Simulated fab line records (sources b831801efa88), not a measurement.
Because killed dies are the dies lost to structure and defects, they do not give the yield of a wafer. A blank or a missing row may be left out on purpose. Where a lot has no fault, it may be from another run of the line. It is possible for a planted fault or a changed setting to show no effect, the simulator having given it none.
Problem report, 8D (eight disciplines) form, completed by code	flow sky130	the parts of the form that need people (team, actions taken, sign-off) are left out

1. THE ISSUE
SD_N_TW at SKY_SD_N_TW_MEAS_12 reads a mean of 3721 on 6 wafers of 2 lots; wafers without a fault read 3934 with a standard deviation of 39. That puts it -5.5 standard deviations away from the usual mean.
The first sign was on wafer L778.2 at day 30 10:11, on film metro-03. The record has a number at this step for 30 wafers belonging to 10 lots. Rule for "out", or "out of limits": more than 4 standard deviations from the usual mean. Any other wafer with a number is counted as sound.

2. WHAT IT IS, AND WHAT IT ISN'T
question	is	is not
which readings at this step	SD_N_TW	-
which lots	L778, L779	L772, L773, L775, L787, L789, L791, L792, L794
which wafers of those lots	all that have a number	-
read on which gauges	film metro-02, film metro-03	film metro-01
when	from day 30 10:11	up to then (9 sound wafers); but 15 sound wafers of L787, L789, L791, L792, L794 came after

3. SUSPECTS, AND WHAT RULES EACH OUT
Counting: a tool stays on the suspect list if, at a process step up to the reading, it processed all lots that are out and no sound lot following the first of them.
- the gauge at SKY_SD_N_TW_MEAS_12 has been ruled out. The wafers that are out were read on 2 gauges (film metro-02, film metro-03).
- plasma asher-04 at SKY_POLY_CUT_STRIP_12 (strips in O2/N2): kept. Every lot that is out went through it, starting with L778 (day 26 19:49), and after that it ran no sound lot; the last sound lot it ran before then is L775 (day 25 22:31).
- implanter-04 at SKY_SD_N_IMPLANT_09: ruled out as a lasting fault. Following L778 (day 30 09:47), the first lot on it that is out, the sound lots L791, L792, L794 were run on it.
Remaining after the count: plasma asher-04 at SKY_POLY_CUT_STRIP_12.

4. THE CAUSE (what the simulator had put in)
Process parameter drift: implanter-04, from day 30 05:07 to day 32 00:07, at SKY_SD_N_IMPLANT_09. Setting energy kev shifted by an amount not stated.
Counting ruled it out, wrongly: the rule takes a fault to strike every lot that its tool runs from its start on, and this one did not.

5. SEQUENCE OF EFFECTS, ordered by route
One row per reading whose mean, taken over the struck wafers that have a number, lies over 3 standard deviations from the usual. Scope: only readings with a usual standard deviation given in the record; hours: median across lots of the time from each lot's start at the first step in this table that gives one to its start at this step; sigmas: change in usual standard deviations.
hours	step	reading	usual	on struck wafers	change	sigmas
0	SKY_SD_N_IMPLANT_09	beam energy keV	50.004	39.172	-10.832	-99 or more
0	SKY_SD_N_STRIP_11	oes product au	0.527 a.u.	0.551	+0.024	+5.1
0	SKY_SD_N_STRIP_11	strip time to endpoint s	22.54 s	20.88	-1.66	-31
0	SKY_SD_N_TW_MEAS_12	SD_N_TW	3934	3721	-213	-5.5
1	SKY_SD_N_RS_MEAS_16	SD_N_RS	68.61 ohm/sq	77.19	+8.58	+54
Its process steps:
- SKY_SD_N_IMPLANT_09
- SKY_SD_N_STRIP_11: strips in O2/N2.
Later steps that measure or inspect, where all struck wafers having a row at the step show a number for every such reading and not one has moved that far: SKY_LI_CONTACT_BOW_MEAS_03.

6. WHAT WOULD HAVE CAUGHT IT SOONER
5 hours passed between the start of the fault at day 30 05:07 and the first reading out of limits at a measuring or inspecting step in this record, taken at day 30 10:11.
The tool's own readings at SKY_SD_N_IMPLANT_09 were out on every struck wafer that the step has a row for (beam energy keV): an alarm limit on them would have fired on the first of those.
